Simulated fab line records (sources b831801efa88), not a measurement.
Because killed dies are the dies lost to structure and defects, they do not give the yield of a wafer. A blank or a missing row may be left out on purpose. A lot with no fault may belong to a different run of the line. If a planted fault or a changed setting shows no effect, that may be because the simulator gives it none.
Comparing a struck lot with a sound one ; flow gf180mcu ; 43 out of 602 route steps
Sound: these wafers, L907.1, L907.2, L907.6. Struck: wafer L916.5. (L916.3, L916.4 of the same lot were not struck and are left out.) The cause comes at the end.
For every step that has rows: the tool of each side, followed by ch and its chambers, followed by its first start. Under that, the readings that differ: sound wafers ; struck wafers ; difference of the means ; sigmas: that difference in standard deviations of wafers without a fault.
alike: readings whose means differ by less than 2 such deviations, and words and numbers that are the same on both sides. not compared: withheld readings, readings that some wafer has no value for, bounds like >300 that may hide the same value, and numbers for which the record gives no deviation and whose values overlap.
A row with sigmas, a row that says differs or no value, or rows on one side alone: a step with any of these is where the two part. Numbers that don't overlap but have no deviation are shown without sigmas and don't part them. Lack of a reading on every wafer of one side parts them only where that side has two or more wafers.

first, 4 steps without rows for these wafers: GF_CONTACT_SOFTBAKE_10 (time 60 s); GF_CONTACT_EXPOSE_11 (exposes mask Contact, target cd 220 nm); GF_CONTACT_PEB_12 (peb time 90 s); GF_CONTACT_DEVELOP_13 (develop time 60 s).
GF_CONTACT_CD_MEAS_14 targets a cd of 220 nm.
  struck on cd_sem-02, day 20 22:45; sound on cd_sem-02, day 17 16:30
reading;sound;struck;difference;sigmas
cd_nm (nm);222.6 221.3 221.8;218.4;-3.5;-2
GF_CONTACT_OVL_MEAS_15:
  struck on overlay-02, day 20 22:50; sound on overlay-01, day 17 16:37
  alike: CONTACT_OVL
GF_CONTACT_ETCH_16: etches BARC in N2/H2.
  sound on rie_diel-04 ch 0,1,3, day 17 16:40; struck on rie_diel-01 ch 2, day 20 22:52
  alike: bias_w, drypump_motor_current_A, oes_product_au, throttle_valve_pct
GF_CONTACT_ETCH_17: etches SiO2 in C4F8/O2/Ar, stops on CoSi2, target depth 860 nm.
  sound on rie_diel-04 ch 0,1,3; struck on rie_diel-01 ch 2
  alike: bias_w, oes_product_au
then, 4 steps without rows for these wafers: GF_CONTACT_STRIP_18 (strips in O2/N2); GF_CONTACT_CLEAN_19 (cleans in SPM); GF_CONTACT_CLEAN_20 (cleans in DIW); GF_CONTACT_CLEAN_21 (cleans in dHF, time 20 s).
GF_CONTACT_SPUTTER_22: material Ti, target thk 15 nm, time 80.02 s.
  struck on pvd_sputter-03, day 20 23:20; sound on pvd_sputter-04, day 17 17:07
  alike: chamber_pressure_pa, throttle_valve_pct
then, 2 steps without rows for these wafers: GF_CONTACT_SPUTTER_23 (material TiN, target thk 10 nm, time 40 s); GF_CONTACT_CVD_24 (deposits W, target thk 300 nm, time 90.339 s).
GF_CONTACT_RS_MEAS_25: a four-point-probe measurement.
  struck on film_metro-03, day 20 23:34; sound on film_metro-01, day 17 17:19
  alike: CONTACT_W_RS
GF_CONTACT_THK_MEAS_26: measures by xrf.
  struck on film_metro-03, day 20 23:40; sound on film_metro-01, day 17 17:26
  alike: CONTACT_W_THK
then, 3 steps without rows for these wafers: GF_CONTACT_CMP_27 (polishes, stops on SiO2, t overpolish 15 s, target thk 0 nm); GF_M1_SPUTTER_00 (material Ti, target thk 37.5 nm, time 150 s); GF_M1_SPUTTER_01 (material TiN, target thk 30 nm, time 25 s).
GF_M1_SPUTTER_02: material AlCu, target thk 450 nm, time 23.9 s.
  struck on pvd_sputter-01, day 21 00:08; sound on pvd_sputter-04, day 17 17:56
  alike: chamber_pressure_pa, throttle_valve_pct
GF_M1_SPUTTER_03: material Ti, target thk 10 nm, time 6.7 s.
  struck on pvd_sputter-01, day 21 00:10; sound on pvd_sputter-04, day 17 17:58
  alike: chamber_pressure_pa, throttle_valve_pct
then, 1 step without rows for these wafers: GF_M1_SPUTTER_04 (material TiN, target thk 50 nm, time 41.7 s).
GF_M1_RS_MEAS_05: a four-point-probe measurement.
  struck on film_metro-04, day 21 00:16; sound on film_metro-04, day 17 18:01
reading;sound;struck;difference;sigmas
M1_ALCU_RS (ohm/sq);0.0703 0.0715 0.0705;0.0679;-0.0029;-2
GF_M1_THK_MEAS_06: measures by xrf.
  struck on film_metro-04, day 21 00:22; sound on film_metro-04, day 17 18:08
reading;sound;struck;difference;sigmas
M1_ALCU_THK (nm);454 444 450;467;+18;+2
then, 7 steps without rows for these wafers: GF_M1_DEHYDRATE_07 (time 60 s); GF_M1_HMDS_08 (prime time 60 s); GF_M1_COAT_09 (resist thk 1000 nm); GF_M1_SOFTBAKE_10 (time 60 s); GF_M1_EXPOSE_11 (exposes mask Metal1, target cd 230 nm); GF_M1_PEB_12 (peb time 90 s); GF_M1_DEVELOP_13 (develop time 60 s).
GF_M1_CD_MEAS_14 targets a cd of 230 nm.
  struck on cd_sem-01, day 21 23:41; sound on cd_sem-02, day 18 18:16
  alike: cd_nm
GF_M1_OVL_MEAS_15:
  struck on overlay-02, day 21 23:47; sound on overlay-01, day 18 18:23
  alike: M1_OVL
then, 1 step without rows for these wafers: GF_M1_METAL_ETCH_16 (etches the open film in Cl2/BCl3, stops on SiO2, target depth 750.8 nm, time 125.1 s).
GF_M1_STRIP_17: strips in O2/N2.
  sound on plasma_asher-03 ch 0,1, day 18 18:32; struck on plasma_asher-04 ch 1, day 21 23:58
reading;sound;struck;difference;sigmas
strip_time_to_endpoint_s (s);7.28 7.30 7.25;7.43;+0.15;+2
  alike: drypump_motor_current_A, heater_power_w, oes_product_au
  not compared: rf_hours_counter_h
then, 3 steps without rows for these wafers: GF_M1_STRIP_18 (strips in post etch residue remover, time 1200 s); GF_M1_CLEAN_19 (cleans in DIW); GF_V1_CVD_00 (deposits SiO2, target thk 600 nm, time 100 s).
GF_V1_THK_MEAS_01:
  struck on film_metro-02, day 22 00:35; sound on film_metro-01, day 18 19:09
  alike: V1_CVD_00_THK
then, 1 step without rows for these wafers: GF_V1_CVD_02 (deposits SiO2 from TEOS, target thk 850 nm, time 94.851 s).
GF_V1_THK_MEAS_03:
  struck on film_metro-03, day 22 00:43; sound on film_metro-02, day 18 19:17
  alike: V1_CVD_02_THK
-- the record jumps here: 11 days lie between the struck wafers' starts before and after (it left off in module V1 and takes up again in module PASSIVATION, whose first step shown is number 602 of the route) --
GF_PASSIVATION_PROBE_99:
  rows exist in the record for the struck wafers here (prober-01, day 32 17:37), but not for the sound ones

== WHERE THEY PART ==
Last at GF_PASSIVATION_PROBE_99 as far as this record goes, first at GF_CONTACT_CD_MEAS_14.

WHY: the cause the simulator had injected
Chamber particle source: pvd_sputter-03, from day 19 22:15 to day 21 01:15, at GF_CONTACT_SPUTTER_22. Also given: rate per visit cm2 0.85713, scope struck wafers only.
